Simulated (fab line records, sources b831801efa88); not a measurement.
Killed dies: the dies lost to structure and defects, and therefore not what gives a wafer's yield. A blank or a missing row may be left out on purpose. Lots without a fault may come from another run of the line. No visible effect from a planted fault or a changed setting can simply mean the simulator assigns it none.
fab line records -- flow sky130
record: lots: 13, wafers: 39, last_day: 50
route steps=708 shown GATE_OXIDE@200 POLY_GATE@236 LDD_P@265 LI_CONTACT@362
lots that met no fault: from a run of the same line without faults
start_h: hours from the record's opening day to when the first of the lot's shown wafers began -- wait_h: time in hours since the lot's previous step -- " unchanged from the row above -- L1.1+2: a row that stands for several wafers -- - either no value or no given start -- * or withheld: withheld -- < > ~ a bound
route shown NAME@n: a module of which the file shows steps, and the number in the route of the first -- usual: average and standard deviation across the fault-free wafers -- same: alike in all rows -- chamber/n: place in a boat -- sites: readings site by site -- _std_site: standard deviation of those values -- _edge_site: mean of outer sites minus mean of inner sites -- radius_mm: how far each site lies from the wafer's centre -- mask NAME#n: copy n -- behind: the tool/chamber that last shaped the wafer -- hold: cause of the lot's hold/its duration in hours/its outcome -- device: which transistor (n, p or np) failed to switch -- end of line: the tests these same wafers got at the end of their route -- where a step has no rows: the recipe by itself -- killed: dies lost to structure and defects at the first sort, not the wafer's yield -- map: a wafer's dies, x killed, . not, _ none there
set.NAME: the setting as run; set.NAME@STEP: as run at that earlier step -- model.NAME: the simulator's own value behind a step, which no gauge read
a sample of lots followed through the steps of the route, with each step as a table and each wafer as a row
services: the hour from which a tool's chamber was out of use, counted from the record's first day as start_h (under 0 if before that day), plus the number of hours and why
== steps ==
step: SKY_GATE_OXIDE_STRIP_13
recipe: chemistry: O2/N2, power_w: 1400, pressure_mtorr: 1500, platen_temp_c: withheld, o2_flow_sccm: 3000, n2_flow_sccm: 300, overash_fraction: 0.5
usual: chamber_pressure_mTorr: 1500.1/1.5, drypump_motor_current_A: 5.7/0.39, oes_product_au: 0.715/0.0042, strip_time_to_endpoint_s: 14.18/0.042
same: overash_fraction: 0.5
lot.wafer,tool,chamber,start_h,wait_h,chamber_pressure_mTorr,drypump_motor_current_A,oes_product_au,rf_hours_counter_h,strip_time_to_endpoint_s
L232.1,plasma_asher-01,1,307.47,0.0,1499.4,5.5,0.715,16,14.23
L232.3,plasma_asher-01,1,307.47,0.0,1500.9,5.4,0.717,-,14.22
L232.5,plasma_asher-01,0,307.47,0.0,1500.1,6.1,0.725,-,14.27
L233.2,plasma_asher-03,1,308.37,0.0,1500.8,5.3,0.712,50,14.24
L233.3,plasma_asher-03,1,308.37,0.0,1500.0,5.3,0.714,-,14.26
L233.5,plasma_asher-03,1,308.37,0.0,1499.5,5.3,0.719,-,14.23
L234.2,plasma_asher-03,1,327.25,0.0,1499.7,5.3,0.710,52,14.19
L234.5,plasma_asher-03,1,327.25,0.0,1501.2,5.3,0.706,-,14.18
L234.6,plasma_asher-03,0,327.25,0.0,1501.3,5.8,0.711,-,14.19
L236.1,plasma_asher-03,0,336.77,0.0,1500.9,5.8,0.707,53,14.17
L236.4,plasma_asher-03,0,336.77,0.0,1498.7,5.8,0.724,-,14.19
L236.6,plasma_asher-03,1,336.77,0.0,1501.7,5.3,0.718,-,14.15
L246.1,plasma_asher-03,1,423.52,0.0,1499.9,5.3,0.716,62,14.13
L246.2,plasma_asher-03,0,423.52,0.0,1501.0,5.9,0.713,62,14.16
L246.6,plasma_asher-03,0,423.52,0.0,1499.6,5.8,0.708,-,14.15
L248.3,plasma_asher-03,0,440.69,0.0,1501.2,5.8,0.717,-,14.20
L248.5,plasma_asher-03,0,440.69,0.0,1499.3,5.8,0.710,-,14.22
L248.6,plasma_asher-03,1,440.69,0.0,1500.9,5.3,0.712,-,14.20
L247.1,plasma_asher-01,1,440.83,0.0,1502.8,5.4,0.724,29,14.18
L247.2,plasma_asher-01,0,440.83,0.0,1498.5,6.1,0.716,29,14.17
L247.4,plasma_asher-01,1,440.83,0.0,1499.3,5.5,0.713,-,14.19
L249.3,plasma_asher-01,1,452.86,0.0,1500.8,5.5,0.715,-,14.13
L249.4,plasma_asher-01,0,452.86,0.0,1500.6,6.2,0.714,-,14.21
L249.6,plasma_asher-01,0,452.86,0.0,1499.5,6.2,0.715,-,14.15
L250.2,plasma_asher-03,0,452.93,0.0,1505.2,5.8,0.714,65,14.22
L250.3,plasma_asher-03,1,452.93,0.0,1498.5,5.3,0.708,-,14.19
L250.6,plasma_asher-03,0,452.93,0.0,1497.8,5.8,0.713,-,14.27
L252.2,plasma_asher-03,0,469.42,0.0,1503.5,5.8,0.719,67,14.22
L252.3,plasma_asher-03,1,469.42,0.0,1500.1,5.3,0.719,-,14.18
L252.4,plasma_asher-03,0,469.42,0.0,1500.5,5.8,0.721,-,14.14
L253.1,plasma_asher-02,1,479.71,0.0,1499.6,5.2,0.709,4,14.14
L253.3,plasma_asher-02,0,479.71,0.0,1499.8,6.2,0.707,-,14.14
L253.5,plasma_asher-02,0,479.71,0.0,1501.0,6.2,0.714,-,14.14
L254.1,plasma_asher-03,1,492.37,0.0,1502.1,5.3,0.715,70,14.21
L254.3,plasma_asher-03,1,492.37,0.0,1499.7,5.3,0.714,-,14.20
L254.4,plasma_asher-03,0,492.37,0.0,1500.4,5.8,0.719,-,14.20
L255.2,plasma_asher-01,1,498.67,0.0,1501.4,5.4,0.714,32,14.17
L255.4,plasma_asher-01,0,498.67,0.0,1500.9,6.2,0.709,-,14.15
L255.5,plasma_asher-01,1,498.67,0.0,1499.3,5.4,0.713,-,14.19
step: SKY_POLY_GATE_CD_MEAS_22
usual: cd_nm: 150/3.1
lot.wafer,tool,chamber,start_h,wait_h,cd_nm
L232.1,cd_sem-01,-,370.94,0.1,154
L232.3,cd_sem-01,-,370.94,0.1,145
L232.5,cd_sem-01,-,370.94,0.1,146
L233.2,cd_sem-01,-,372.49,0.1,147
L233.3,cd_sem-01,-,372.49,0.1,143
L233.5,cd_sem-01,-,372.49,0.1,147
L234.2,cd_sem-01,-,391.26,0.1,143
L234.5,cd_sem-01,-,391.26,0.1,152
L234.6,cd_sem-01,-,391.26,0.1,143
L236.1,cd_sem-01,-,404.61,0.1,147
L236.4,cd_sem-01,-,404.61,0.1,147
L236.6,cd_sem-01,-,404.61,0.1,154
L246.1,cd_sem-02,-,496.02,0.1,146
L246.2,cd_sem-02,-,496.02,0.1,150
L246.6,cd_sem-02,-,496.02,0.1,148
L247.1,cd_sem-02,-,509.80,0.1,153
L247.2,cd_sem-02,-,509.80,0.1,153
L247.4,cd_sem-02,-,509.80,0.1,153
L248.3,cd_sem-01,-,511.59,0.1,149
L248.5,cd_sem-01,-,511.59,0.1,148
L248.6,cd_sem-01,-,511.59,0.1,143
L250.2,cd_sem-01,-,523.56,0.1,147
L250.3,cd_sem-01,-,523.56,0.1,152
L250.6,cd_sem-01,-,523.56,0.1,144
L249.3,cd_sem-02,-,523.60,0.1,153
L249.4,cd_sem-02,-,523.60,0.1,153
L249.6,cd_sem-02,-,523.60,0.1,152
L252.2,cd_sem-02,-,537.46,0.1,149
L252.3,cd_sem-02,-,537.46,0.1,149
L252.4,cd_sem-02,-,537.46,0.1,148
L253.1,cd_sem-02,-,548.02,0.1,156
L253.3,cd_sem-02,-,548.02,0.1,156
L253.5,cd_sem-02,-,548.02,0.1,153
L254.1,cd_sem-01,-,560.29,0.1,145
L254.3,cd_sem-01,-,560.29,0.1,147
L254.4,cd_sem-01,-,560.29,0.1,146
L255.2,cd_sem-01,-,565.81,0.1,151
L255.4,cd_sem-01,-,565.81,0.1,149
L255.5,cd_sem-01,-,565.81,0.1,151
step: SKY_LDD_P_STRIP_10
recipe: chemistry: O2/N2, power_w: 1400, pressure_mtorr: 1500, platen_temp_c: withheld, o2_flow_sccm: 3000, n2_flow_sccm: 300, overash_fraction: 0.5
usual: chamber_pressure_mTorr: 1499.9/1.4, drypump_motor_current_A: 5.7/0.38, oes_product_au: 0.716/0.0047, strip_time_to_endpoint_s: 14.19/0.038
same: overash_fraction: 0.5
lot.wafer,tool,chamber,start_h,wait_h,chamber_pressure_mTorr,drypump_motor_current_A,oes_product_au,rf_hours_counter_h,strip_time_to_endpoint_s
L232.1,plasma_asher-01,1,430.69,0.1,1501.9,5.5,0.725,28,14.19
L232.3,plasma_asher-01,0,430.69,0.1,1499.2,6.2,0.718,-,14.21
L232.5,plasma_asher-01,0,430.69,0.1,1502.0,6.2,0.716,-,14.21
L233.2,plasma_asher-02,1,433.39,0.1,1500.4,5.1,0.721,0,14.18
L233.3,plasma_asher-02,0,433.39,0.1,1500.3,6.2,0.719,-,14.21
L233.5,plasma_asher-02,1,433.39,0.1,1498.1,5.2,0.711,-,14.20
L234.2,plasma_asher-02,1,453.58,0.1,1499.9,5.2,0.716,1,14.19
L234.5,plasma_asher-02,1,453.58,0.1,1501.2,5.2,0.721,-,14.20
L234.6,plasma_asher-02,0,453.58,0.1,1498.9,6.2,0.717,-,14.19
L236.1,plasma_asher-03,1,467.03,0.1,1499.1,5.3,0.719,67,14.18
L236.4,plasma_asher-03,0,467.03,0.1,1501.8,5.8,0.722,-,14.18
L236.6,plasma_asher-03,1,467.03,0.1,1500.7,5.3,0.713,-,14.15
L246.1,plasma_asher-03,0,558.28,0.1,1499.0,5.8,0.714,77,14.16
L246.2,plasma_asher-03,1,558.28,0.1,1500.6,5.3,0.718,77,14.16
L246.6,plasma_asher-03,0,558.28,0.1,1501.3,5.8,0.715,-,14.14
L247.1,plasma_asher-03,1,570.62,0.1,1502.3,5.3,0.710,78,14.18
L247.2,plasma_asher-03,0,570.62,0.1,1499.9,5.8,0.703,78,14.21
L247.4,plasma_asher-03,0,570.62,0.1,1499.6,5.8,0.716,-,14.21
L248.3,plasma_asher-01,0,572.57,0.1,1501.0,6.2,0.713,-,14.24
L248.5,plasma_asher-01,0,572.57,0.1,1500.5,6.2,0.720,-,14.23
L248.6,plasma_asher-01,1,572.57,0.1,1498.3,5.4,0.715,-,14.29
L250.2,plasma_asher-03,1,583.92,0.1,1499.0,5.3,0.720,80,14.20
L250.3,plasma_asher-03,0,583.92,0.1,1499.6,5.8,0.717,-,14.23
L250.6,plasma_asher-03,1,583.92,0.1,1502.3,5.3,0.723,-,14.22
L249.3,plasma_asher-03,0,584.82,0.1,1499.3,5.8,0.712,-,14.19
L249.4,plasma_asher-03,1,584.82,0.1,1498.7,5.3,0.715,-,14.26
L249.6,plasma_asher-03,0,584.82,0.1,1499.8,5.8,0.716,-,14.23
L252.2,plasma_asher-02,0,597.97,0.1,1498.9,6.2,0.719,15,14.20
L252.3,plasma_asher-02,1,597.97,0.1,1499.2,5.2,0.714,-,14.19
L252.4,plasma_asher-02,0,597.97,0.1,1495.8,6.2,0.719,-,14.18
L253.1,plasma_asher-02,0,608.28,0.1,1498.7,6.2,0.719,16,14.29
L253.3,plasma_asher-02,0,608.28,0.1,1500.8,6.2,0.707,-,14.27
L253.5,plasma_asher-02,1,608.28,0.1,1498.7,5.2,0.710,-,14.27
L254.1,plasma_asher-02,1,619.33,0.1,1499.0,5.2,0.712,17,14.13
L254.3,plasma_asher-02,1,619.33,0.1,1501.3,5.2,0.720,-,14.18
L254.4,plasma_asher-02,0,619.33,0.1,1501.1,6.3,0.723,-,14.22
L255.2,plasma_asher-03,1,623.38,0.1,1498.7,5.3,0.716,84,14.18
L255.4,plasma_asher-03,1,623.38,0.1,1497.9,5.3,0.704,-,14.16
L255.5,plasma_asher-03,0,623.38,0.1,1500.6,5.8,0.720,-,14.17
step: SKY_LI_CONTACT_HDPCVD_00
recipe: material: PSG, target_thk_nm: 930, sigma_open_frac: 0.3, time_s: 155, temp_c: 600, sih4_flow_sccm: 60, pressure_mtorr: 6
usual: pressure_mtorr: 5.999/0.012, run_length_s: 183.0/0.31
lot.wafer,tool,chamber,start_h,wait_h,pressure_mtorr,run_length_s
L232.1,hdpcvd-01,0,644.85,0.0,6.021,183.1
L232.3,hdpcvd-01,1,644.85,0.0,6.009,182.8
L232.5,hdpcvd-01,0,644.85,0.0,6.022,182.7
L233.2,hdpcvd-01,0,647.44,0.0,6.007,182.8
L233.3,hdpcvd-01,1,647.44,0.0,6.005,182.9
L233.5,hdpcvd-01,1,647.44,0.0,6.003,183.2
L234.2,hdpcvd-01,0,662.85,0.0,6.007,182.7
L234.5,hdpcvd-01,2,662.85,0.0,5.989,183.0
L234.6,hdpcvd-01,1,662.85,0.0,5.991,182.8
L236.1,hdpcvd-01,1,675.91,0.0,5.993,182.8
L236.4,hdpcvd-01,0,675.91,0.0,6.005,183.2
L236.6,hdpcvd-01,2,675.91,0.0,5.997,203.7
L246.1,hdpcvd-02,0,760.12,0.0,5.980,183.1
L246.2,hdpcvd-02,1,760.12,0.0,5.979,183.1
L246.6,hdpcvd-02,1,760.12,0.0,5.998,182.9
L247.1,hdpcvd-02,1,770.44,0.0,5.987,183.4
L247.2,hdpcvd-02,0,770.44,0.0,5.998,183.0
L247.4,hdpcvd-02,0,770.44,0.0,6.018,183.1
L248.3,hdpcvd-01,1,771.15,0.0,5.997,183.4
L248.5,hdpcvd-01,2,771.15,0.0,5.990,183.0
L248.6,hdpcvd-01,0,771.15,0.0,6.034,182.6
L250.2,hdpcvd-01,2,782.35,0.0,5.994,183.3
L250.3,hdpcvd-01,1,782.35,0.0,5.993,183.0
L250.6,hdpcvd-01,2,782.35,0.0,5.970,182.8
L249.3,hdpcvd-02,0,783.15,0.0,6.001,183.0
L249.4,hdpcvd-02,2,783.15,0.0,5.993,182.9
L249.6,hdpcvd-02,0,783.15,0.0,5.998,183.1
L252.2,hdpcvd-02,1,795.60,0.0,6.014,183.1
L252.3,hdpcvd-02,0,795.60,0.0,6.006,183.2
L252.4,hdpcvd-02,1,795.60,0.0,6.007,183.2
L253.1,hdpcvd-01,0,803.25,0.0,5.999,182.8
L253.3,hdpcvd-01,1,803.25,0.0,6.006,182.9
L253.5,hdpcvd-01,2,803.25,0.0,6.005,182.7
L254.1,hdpcvd-02,2,815.65,0.0,5.999,182.9
L254.3,hdpcvd-02,1,815.65,0.0,6.002,183.0
L254.4,hdpcvd-02,2,815.65,0.0,6.002,183.2
L255.2,hdpcvd-01,2,818.05,0.0,5.993,183.2
L255.4,hdpcvd-01,1,818.05,0.0,6.002,182.9
L255.5,hdpcvd-01,2,818.05,0.0,5.978,183.6
step: SKY_LI_CONTACT_THK_MEAS_01
recipe: reads: PSG_of_LI_CONTACT_HDPCVD_00
usual: LI_CONTACT_HDPCVD_THK: 932/12
lot.wafer,tool,chamber,start_h,wait_h,LI_CONTACT_HDPCVD_THK[nm]
L232.1,film_metro-03,-,644.95,0.1,909
L232.3,film_metro-03,-,644.95,0.1,947
L232.5,film_metro-03,-,644.95,0.1,913
L233.2,film_metro-01,-,647.55,0.1,914
L233.3,film_metro-01,-,647.55,0.1,943
L233.5,film_metro-01,-,647.55,0.1,953
L234.2,film_metro-01,-,662.96,0.1,925
L234.5,film_metro-01,-,662.96,0.1,954
L234.6,film_metro-01,-,662.96,0.1,943
L236.1,film_metro-03,-,676.01,0.1,940
L236.4,film_metro-03,-,676.01,0.1,936
L236.6,film_metro-03,-,676.01,0.1,1058
L246.1,film_metro-03,-,760.22,0.1,932
L246.2,film_metro-03,-,760.22,0.1,958
L246.6,film_metro-03,-,760.22,0.1,957
L247.1,film_metro-03,-,770.54,0.1,941
L247.2,film_metro-03,-,770.54,0.1,921
L247.4,film_metro-03,-,770.54,0.1,928
L248.3,film_metro-03,-,771.27,0.1,945
L248.5,film_metro-03,-,771.27,0.1,919
L248.6,film_metro-03,-,771.27,0.1,938
L250.2,film_metro-03,-,782.46,0.1,950
L250.3,film_metro-03,-,782.46,0.1,947
L250.6,film_metro-03,-,782.46,0.1,942
L249.3,film_metro-03,-,783.27,0.1,913
L249.4,film_metro-03,-,783.27,0.1,928
L249.6,film_metro-03,-,783.27,0.1,905
L252.2,film_metro-03,-,795.71,0.1,927
L252.3,film_metro-03,-,795.71,0.1,909
L252.4,film_metro-03,-,795.71,0.1,941
L253.1,film_metro-01,-,803.35,0.1,925
L253.3,film_metro-01,-,803.35,0.1,946
L253.5,film_metro-01,-,803.35,0.1,920
L254.1,film_metro-03,-,815.75,0.1,925
L254.3,film_metro-03,-,815.75,0.1,932
L254.4,film_metro-03,-,815.75,0.1,926
L255.2,film_metro-03,-,818.16,0.1,937
L255.4,film_metro-03,-,818.16,0.1,951
L255.5,film_metro-03,-,818.16,0.1,928
step: SKY_LI_CONTACT_CMP_02
recipe: material: PSG, down_force_psi: 4, platen_rpm: 60, pad_velocity_m_s: 0.94248
usual: motor_current_A: 12.4/1.7, time_to_endpoint_s: 33.0/2.9
lot.wafer,tool,chamber,start_h,wait_h,motor_current_A,time_to_endpoint_s
L232.3,cmp-02,1,645.01,0.0,11.0,37.7
L232.1,cmp-02,2,645.01,0.0,12.9,29.0
L232.5,cmp-02,1,645.01,0.0,12.0,35.6
L233.2,cmp-02,1,647.65,0.1,11.2,34.9
L233.3,cmp-02,2,647.65,0.1,13.3,29.7
L233.5,cmp-02,0,647.65,0.1,10.9,31.4
L234.2,cmp-02,1,663.06,0.1,11.6,36.3
L234.6,cmp-02,0,663.06,0.1,10.8,31.2
L234.5,cmp-02,1,663.06,0.1,12.1,39.6
L236.4,cmp-01,3,676.07,0.0,9.7,33.5
L236.1,cmp-01,0,676.07,0.0,12.1,34.2
L236.6,cmp-01,0,676.07,0.0,12.0,45.0
L246.2,cmp-02,0,760.28,0.0,11.1,34.4
L246.1,cmp-02,2,760.28,0.0,13.1,31.9
L246.6,cmp-02,0,760.28,0.0,11.2,33.1
L247.2,cmp-01,2,770.60,0.0,14.7,34.8
L247.4,cmp-01,0,770.60,0.0,12.1,31.7
L247.1,cmp-01,1,770.60,0.0,13.4,35.2
L248.3,cmp-01,2,771.36,0.1,13.6,34.5
L248.5,cmp-01,1,771.36,0.1,12.8,31.3
L248.6,cmp-01,2,771.36,0.1,14.3,35.0
L250.3,cmp-02,0,782.51,0.0,11.0,32.4
L250.2,cmp-02,3,782.51,0.0,15.5,37.8
L250.6,cmp-02,0,782.51,0.0,11.7,29.8
L249.4,cmp-02,3,783.41,0.1,14.7,32.5
L249.3,cmp-02,0,783.41,0.1,11.1,29.9
L249.6,cmp-02,1,783.41,0.1,12.5,30.8
L252.3,cmp-01,3,795.76,0.0,9.6,29.5
L252.4,cmp-01,0,795.76,0.0,11.9,30.6
L252.2,cmp-01,2,795.76,0.0,13.3,32.6
L253.1,cmp-01,3,803.46,0.1,9.5,28.0
L253.3,cmp-01,0,803.46,0.1,12.3,31.8
L253.5,cmp-01,2,803.46,0.1,13.7,33.1
L254.1,cmp-02,2,815.81,0.1,14.1,30.2
L254.4,cmp-02,3,815.81,0.1,15.2,35.4
L254.3,cmp-02,1,815.81,0.1,11.1,36.6
L255.4,cmp-02,3,818.31,0.1,15.6,35.7
L255.2,cmp-02,0,818.31,0.1,10.4,27.3
L255.5,cmp-02,2,818.31,0.1,13.3,29.7
== services ==
tool,chamber,start_h,hours,kind
cmp-02,-,295.19,2.5,repair
hdpcvd-01,-,315.16,18.2,repair
hdpcvd-01,-,330.08,3.3,repair
cmp-02,-,330.14,3.4,repair
cmp-02,-,363.12,0.8,repair
hdpcvd-01,-,366.25,15.0,pm
cmp-02,-,402.85,8.6,repair
cmp-02,-,411.43,4.0,pm
hdpcvd-01,1,453.04,2.3,repair
cmp-02,-,464.30,6.2,pm
cmp-02,-,470.64,3.3,repair
cmp-02,-,480.24,6.7,pm
hdpcvd-01,1,510.14,13.7,repair
cmp-02,-,519.07,0.4,repair
cmp-02,-,531.31,1.9,repair
cmp-02,-,543.03,1.3,repair
plasma_asher-03,-,547.75,0.9,repair
hdpcvd-01,-,576.60,3.2,repair
hdpcvd-01,-,583.57,1.7,repair
hdpcvd-01,1,594.96,11.7,repair
cmp-02,-,602.72,1.2,repair
plasma_asher-03,-,632.64,8.8,repair
plasma_asher-03,-,654.59,32.7,pm
plasma_asher-03,-,765.19,2.8,pm
== key ==
first_sign: step: SKY_LI_CONTACT_HDPCVD_00, reading: run_length_s, direction: up, sigmas: 68, usual: *, struck: *
effect: step: SKY_LI_CONTACT_THK_MEAS_01, reading: LI_CONTACT_HDPCVD_THK, direction: up, sigmas: 10, usual: 932, struck: 1058
effect: step: SKY_LI_CONTACT_CMP_02, reading: time_to_endpoint_s, direction: up, sigmas: 4.1, usual: *, struck: *
met_at SKY_LI_CONTACT_HDPCVD_00
struck_lots L236
struck_wafers L236.6
sort_left_out L236.6
tester_left_out L236
not_acting_at SKY_GATE_OXIDE_STRIP_13,SKY_POLY_GATE_CD_MEAS_22,SKY_LDD_P_STRIP_10
onset_between 662.85 675.91
fault: kind: process_parameter_drift, tool: hdpcvd-01, chamber: 2, onset_h: 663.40, steps: SKY_LI_CONTACT_HDPCVD_00, channel: time_s, offset: *, shape: step, end_h: 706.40, acts_in: *, stated: *
tester_left_out: of these lots the tester's yield and bins aren't shown, on N5 and GAA mostly nor the transistor test; their killed dies are dies lost to structure and defects alone, not to doping, threshold or leakage, so they don't give the yield
sort_left_out: the simulated sort isn't trusted on such a fault, so these wafers' sort isn't shown, and their yield isn't known
